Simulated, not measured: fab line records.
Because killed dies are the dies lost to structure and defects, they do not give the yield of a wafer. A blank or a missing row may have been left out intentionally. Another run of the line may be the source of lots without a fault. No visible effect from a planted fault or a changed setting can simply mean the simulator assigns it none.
Which of the tools did it? + flow gf180mcu + 72 wafers from 24 lots sampled at 5 of the route's 602 steps

WHAT EACH GAUGE READ, for each wafer
GF_PSD_TW_MEAS_11.
| lot  | measured     | on            | PSD_TW         |
|------|--------------|---------------|----------------|
| L074 | day 14 08:34 | film metro-01 | 3227 3232 3232 |
| L075 | day 14 12:15 | film metro-01 | 3217 3190 3197 |
| L076 | day 15 03:11 | film metro-01 | 3201 3181 3201 |
| L077 | day 15 10:58 | film metro-01 | 3200 3201 3197 |
| L079 | day 15 22:16 | film metro-02 | 3190 3182 3168 |
| L078 | day 16 01:50 | film metro-03 | 3121 3118 3116 |
| L080 | day 16 07:38 | film metro-03 | 3136 3117 3120 |
| L081 | day 16 16:38 | film metro-03 | 3122 3116 3118 |
| L082 | day 17 04:37 | film metro-03 | 3106 3119 3111 |
| L083 | day 17 10:54 | film metro-03 | 3115 3111 3103 |
| L084 | day 17 17:52 | film metro-03 | 3120 3100 3119 |
| L085 | day 18 02:25 | film metro-03 | 3118 3112 3131 |
| L086 | day 18 10:42 | film metro-03 | 3104 3116 3106 |
| L087 | day 18 17:10 | film metro-02 | 3143 3164 3153 |
| L088 | day 19 02:31 | film metro-01 | 3207 3220 3207 |
| L089 | day 19 07:11 | film metro-03 | 3108 3097 3104 |
| L090 | day 19 19:22 | film metro-03 | 3107 3103 3098 |
| L091 | day 20 05:58 | film metro-03 | 3163 3139 3142 |
| L092 | day 20 10:36 | film metro-03 | 3133 3132 3136 |
| L093 | day 20 17:49 | film metro-02 | 3160 3171 3167 |
| L094 | day 21 04:13 | film metro-03 | 3126 3136 3143 |
| L095 | day 21 13:43 | film metro-01 | 3217 3191 3188 |
| L096 | day 21 19:40 | film metro-01 | 3191 3190 3183 |
| L097 | day 22 09:12 | film metro-01 | 3200 3200 3215 |

GF_V5_OVL_MEAS_15.
| lot  | measured     | on         | V5_OVL (nm) |
|------|--------------|------------|-------------|
| L074 | day 27 07:19 | overlay-01 | 4 9 6       |
| L075 | day 27 13:01 | overlay-02 | 0 9 0       |
| L076 | day 28 02:56 | overlay-02 | 0 7 4       |
| L077 | day 28 08:55 | overlay-01 | 2 8 2       |
| L079 | day 28 17:42 | overlay-02 | 1 -1 0      |
| L078 | day 28 21:48 | overlay-01 | 3 0 9       |
| L080 | day 29 04:14 | overlay-02 | -3 -1 -5    |
| L081 | day 29 11:51 | overlay-01 | 1 10 8      |
| L082 | day 29 21:42 | overlay-02 | -6 -10 -9   |
| L083 | day 30 03:56 | overlay-01 | 3 2 6       |
| L084 | day 30 08:41 | overlay-02 | -10 -8 -12  |
| L085 | day 30 15:13 | overlay-01 | 5 0 6       |
| L086 | day 30 21:56 | overlay-02 | 1 -1 0      |
| L087 | day 31 02:41 | overlay-01 | -9 -2 -5    |
| L088 | day 31 07:04 | overlay-01 | 1 3 -6      |
| L089 | day 31 11:59 | overlay-02 | -12 -5 -4   |
| L090 | day 31 22:32 | overlay-01 | 1 7 10      |
| L091 | day 32 02:07 | overlay-01 | -6 2 1      |
| L092 | day 32 10:01 | overlay-01 | 6 -1 2      |
| L093 | day 32 14:36 | overlay-01 | 10 11 5     |
| L094 | day 32 17:57 | overlay-01 | -4 -5 2     |
| L095 | day 33 02:47 | overlay-02 | 6 2 2       |
| L096 | day 33 08:58 | overlay-01 | -6 5 -7     |
| L097 | day 33 14:56 | overlay-02 | 12 5 1      |

TOOL THAT RAN EACH LOT (tool first, then ch and the chambers of the sampled wafers, then the start)
| lot  | GF_HV_LDD_STRIP_49                   | GF_SALICIDE_SPUTTER_03       | GF_MIM_SPUTTER_03            |
|------|--------------------------------------|------------------------------|------------------------------|
| L074 | plasma asher-02 ch 0, day 12 12:14   | pvd sputter-03, day 15 05:51 | pvd sputter-01, day 24 14:44 |
| L075 | plasma asher-01 ch 0,1, day 12 15:52 | pvd sputter-02, day 15 10:38 | pvd sputter-01, day 24 19:16 |
| L076 | plasma asher-02 ch 0,1, day 13 05:06 | pvd sputter-02, day 16 01:58 | pvd sputter-03, day 25 13:00 |
| L077 | plasma asher-02 ch 0, day 13 12:34   | pvd sputter-03, day 16 09:25 | pvd sputter-03, day 25 18:09 |
| L079 | plasma asher-03 ch 0,1, day 13 23:41 | pvd sputter-01, day 16 20:52 | pvd sputter-03, day 26 04:44 |
| L078 | plasma asher-03 ch 0,1, day 14 00:04 | pvd sputter-03, day 17 00:51 | pvd sputter-04, day 26 09:03 |
| L080 | plasma asher-01 ch 0, day 14 09:22   | pvd sputter-01, day 17 06:58 | pvd sputter-01, day 26 15:15 |
| L081 | plasma asher-01 ch 0,1, day 14 18:37 | pvd sputter-01, day 17 15:58 | pvd sputter-04, day 26 22:30 |
| L082 | plasma asher-03 ch 0,1, day 15 05:34 | pvd sputter-02, day 18 04:19 | pvd sputter-01, day 27 09:32 |
| L083 | plasma asher-02 ch 0,1, day 15 10:16 | pvd sputter-02, day 18 11:07 | pvd sputter-03, day 27 15:30 |
| L084 | plasma asher-01 ch 0,1, day 15 17:46 | pvd sputter-02, day 18 18:32 | pvd sputter-03, day 27 21:53 |
| L085 | plasma asher-03 ch 0,1, day 16 01:25 | pvd sputter-01, day 19 03:29 | pvd sputter-01, day 28 04:33 |
| L086 | plasma asher-02 ch 0,1, day 16 09:07 | pvd sputter-02, day 19 11:26 | pvd sputter-04, day 28 11:50 |
| L087 | plasma asher-02 ch 0,1, day 16 15:55 | pvd sputter-01, day 19 18:43 | pvd sputter-01, day 28 17:35 |
| L088 | plasma asher-01 ch 0,1, day 17 00:01 | pvd sputter-03, day 20 03:14 | pvd sputter-04, day 28 22:17 |
| L089 | plasma asher-02 ch 0,1, day 17 04:15 | pvd sputter-03, day 20 08:53 | pvd sputter-01, day 29 04:14 |
| L090 | plasma asher-03 ch 0,1, day 17 15:28 | pvd sputter-01, day 20 20:23 | pvd sputter-04, day 29 14:00 |
| L091 | plasma asher-01 ch 0,1, day 18 01:14 | pvd sputter-01, day 21 07:48 | pvd sputter-04, day 29 20:17 |
| L092 | plasma asher-01 ch 0,1, day 18 05:52 | pvd sputter-02, day 21 12:19 | pvd sputter-04, day 30 03:20 |
| L093 | plasma asher-03 ch 0,1, day 18 13:13 | pvd sputter-01, day 21 18:18 | pvd sputter-01, day 30 08:36 |
| L094 | plasma asher-02 ch 0,1, day 18 23:31 | pvd sputter-01, day 22 05:11 | pvd sputter-03, day 30 13:26 |
| L095 | plasma asher-02 ch 0,1, day 19 09:58 | pvd sputter-03, day 22 13:45 | pvd sputter-01, day 30 22:51 |
| L096 | plasma asher-02 ch 0,1, day 19 15:37 | pvd sputter-03, day 22 20:02 | pvd sputter-04, day 31 03:15 |
| L097 | plasma asher-02 ch 0,1, day 20 04:52 | pvd sputter-01, day 23 09:12 | pvd sputter-04, day 31 11:33 |
- GF_HV_LDD_STRIP_49: strips in O2/N2.
- GF_SALICIDE_SPUTTER_03: material TiN, target thk 20 nm, time 16.7 s.
- GF_MIM_SPUTTER_03: material Ti, target thk 10 nm, time 6.7 s.

AS READ BY THE TOOLS THEMSELVES (means over the sampled wafers that have a number; for cases with no such wafer, the mark the record gives instead)
GF_HV_LDD_STRIP_49.
| lot  | tool            | drypump motor current A (A) | heater power w (W) | o2 flow sccm (sccm) | oes product au (a.u.) | strip time to endpoint s (s) |
|------|-----------------|-----------------------------|--------------------|---------------------|-----------------------|------------------------------|
| L074 | plasma asher-02 | 5.6                         | 346                | 3007                | 0.716                 | 12.62                        |
| L075 | plasma asher-01 | 6.0                         | 321                | 3014                | 0.711                 | 12.65                        |
| L076 | plasma asher-02 | 5.1                         | 314                | 2988                | 0.717                 | 12.61                        |
| L077 | plasma asher-02 | 5.6                         | 345                | 2986                | 0.719                 | 12.60                        |
| L079 | plasma asher-03 | 5.6                         | 292                | 2998                | 0.718                 | 12.65                        |
| L078 | plasma asher-03 | 5.6                         | 296                | 3005                | 0.720                 | 12.60                        |
| L080 | plasma asher-01 | 5.7                         | 385                | 2995                | 0.716                 | 12.67                        |
| L081 | plasma asher-01 | 5.9                         | 350                | 3002                | 0.720                 | 12.65                        |
| L082 | plasma asher-03 | 5.6                         | 292                | 3005                | 0.713                 | 12.61                        |
| L083 | plasma asher-02 | 5.4                         | 329                | 3001                | 0.718                 | 12.60                        |
| L084 | plasma asher-01 | 6.1                         | 323                | 2991                | 0.714                 | 12.61                        |
| L085 | plasma asher-03 | 5.6                         | 293                | 3003                | 0.717                 | 12.60                        |
| L086 | plasma asher-02 | 5.2                         | 318                | 2992                | 0.713                 | 12.66                        |
| L087 | plasma asher-02 | 5.1                         | 314                | 3004                | 0.716                 | 12.56                        |
| L088 | plasma asher-01 | 5.9                         | 358                | 3000                | 0.715                 | 12.68                        |
| L089 | plasma asher-02 | 5.4                         | 329                | 2997                | 0.722                 | 12.64                        |
| L090 | plasma asher-03 | 5.6                         | 292                | 2995                | 0.719                 | 12.65                        |
| L091 | plasma asher-01 | 5.9                         | 354                | 3001                | 0.716                 | 12.65                        |
| L092 | plasma asher-01 | 5.9                         | 350                | 3008                | 0.716                 | 12.61                        |
| L093 | plasma asher-03 | 5.4                         | 298                | 3000                | 0.716                 | 12.68                        |
| L094 | plasma asher-02 | 5.2                         | 315                | 3004                | 0.716                 | 12.72                        |
| L095 | plasma asher-02 | 5.4                         | 327                | 3004                | 0.717                 | 12.64                        |
| L096 | plasma asher-02 | 5.2                         | 314                | 2993                | 0.720                 | 12.61                        |
| L097 | plasma asher-02 | 5.4                         | 327                | 2995                | 0.719                 | 12.56                        |

GF_SALICIDE_SPUTTER_03.
| lot  | tool           | chamber pressure pa (Pa) | throttle valve pct (%) |
|------|----------------|--------------------------|------------------------|
| L074 | pvd sputter-03 | 0.4003                   | 30.6                   |
| L075 | pvd sputter-02 | 0.3998                   | 29.4                   |
| L076 | pvd sputter-02 | 0.3993                   | 29.8                   |
| L077 | pvd sputter-03 | 0.4013                   | 30.3                   |
| L079 | pvd sputter-01 | 0.3995                   | 30.8                   |
| L078 | pvd sputter-03 | 0.3998                   | 30.3                   |
| L080 | pvd sputter-01 | 0.3999                   | 30.1                   |
| L081 | pvd sputter-01 | 0.3999                   | 30.3                   |
| L082 | pvd sputter-02 | 0.4002                   | 29.8                   |
| L083 | pvd sputter-02 | 0.4000                   | 29.9                   |
| L084 | pvd sputter-02 | 0.3992                   | 30.1                   |
| L085 | pvd sputter-01 | 0.4000                   | 29.7                   |
| L086 | pvd sputter-02 | 0.4002                   | 29.8                   |
| L087 | pvd sputter-01 | 0.4002                   | 30.0                   |
| L088 | pvd sputter-03 | 0.4005                   | 30.0                   |
| L089 | pvd sputter-03 | 0.3988                   | 30.7                   |
| L090 | pvd sputter-01 | 0.4000                   | 30.5                   |
| L091 | pvd sputter-01 | 0.4006                   | 30.6                   |
| L092 | pvd sputter-02 | 0.4007                   | 30.5                   |
| L093 | pvd sputter-01 | 0.3996                   | 31.1                   |
| L094 | pvd sputter-01 | 0.3999                   | 30.4                   |
| L095 | pvd sputter-03 | 0.4001                   | 30.3                   |
| L096 | pvd sputter-03 | 0.3991                   | 30.7                   |
| L097 | pvd sputter-01 | 0.4002                   | 30.2                   |

GF_MIM_SPUTTER_03.
| lot  | tool           | chamber pressure pa (Pa) | throttle valve pct (%) |
|------|----------------|--------------------------|------------------------|
| L074 | pvd sputter-01 | 0.2990                   | 31.1                   |
| L075 | pvd sputter-01 | 0.3000                   | 30.4                   |
| L076 | pvd sputter-03 | 0.3000                   | 31.0                   |
| L077 | pvd sputter-03 | 0.3006                   | 30.6                   |
| L079 | pvd sputter-03 | 0.2996                   | 30.8                   |
| L078 | pvd sputter-04 | 0.2997                   | 31.2                   |
| L080 | pvd sputter-01 | 0.2997                   | 30.3                   |
| L081 | pvd sputter-04 | 0.3000                   | 30.4                   |
| L082 | pvd sputter-01 | 0.3006                   | 31.3                   |
| L083 | pvd sputter-03 | 0.3002                   | 30.6                   |
| L084 | pvd sputter-03 | 0.2994                   | 30.2                   |
| L085 | pvd sputter-01 | 0.2995                   | 30.5                   |
| L086 | pvd sputter-04 | 0.2997                   | 30.8                   |
| L087 | pvd sputter-01 | 0.3002                   | 30.4                   |
| L088 | pvd sputter-04 | 0.2998                   | 29.8                   |
| L089 | pvd sputter-01 | 0.2998                   | 30.1                   |
| L090 | pvd sputter-04 | 0.3000                   | 29.7                   |
| L091 | pvd sputter-04 | 0.2996                   | 29.3                   |
| L092 | pvd sputter-04 | 0.3005                   | 31.3                   |
| L093 | pvd sputter-01 | 0.2999                   | 30.8                   |
| L094 | pvd sputter-03 | 0.2999                   | 31.0                   |
| L095 | pvd sputter-01 | 0.3006                   | 30.4                   |
| L096 | pvd sputter-04 | 0.2999                   | 30.7                   |
| L097 | pvd sputter-04 | 0.2998                   | 29.8                   |

THE ANSWER, worked out from the rows above alone
Rule: usual is defined by the lots themselves. The widest of any qualifying gaps counts: lots, ordered by their means at a reading, are off when they make up no more than a third of the lots, leave a main group of 4 or more, and stand apart from it by 3 or more times the standard deviation of that group's means. A main group whose means are all the same, to the digits that the tables above print for the reading, isn't used. A lot without any number at a reading at which 4 lots or more have one is off too. Any other lot the step has rows for is counted as sound. Order of review: gauges by route order, followed by the tools' own readings, for which a lot's mean as printed above is used. At the first step where some lot is off, the reading lying furthest off is the one used; lots without a number count as furthest.
None of the lots is off at any reading shown; this tells nothing.

WHAT HAD BEEN PUT IN BY THE SIMULATOR
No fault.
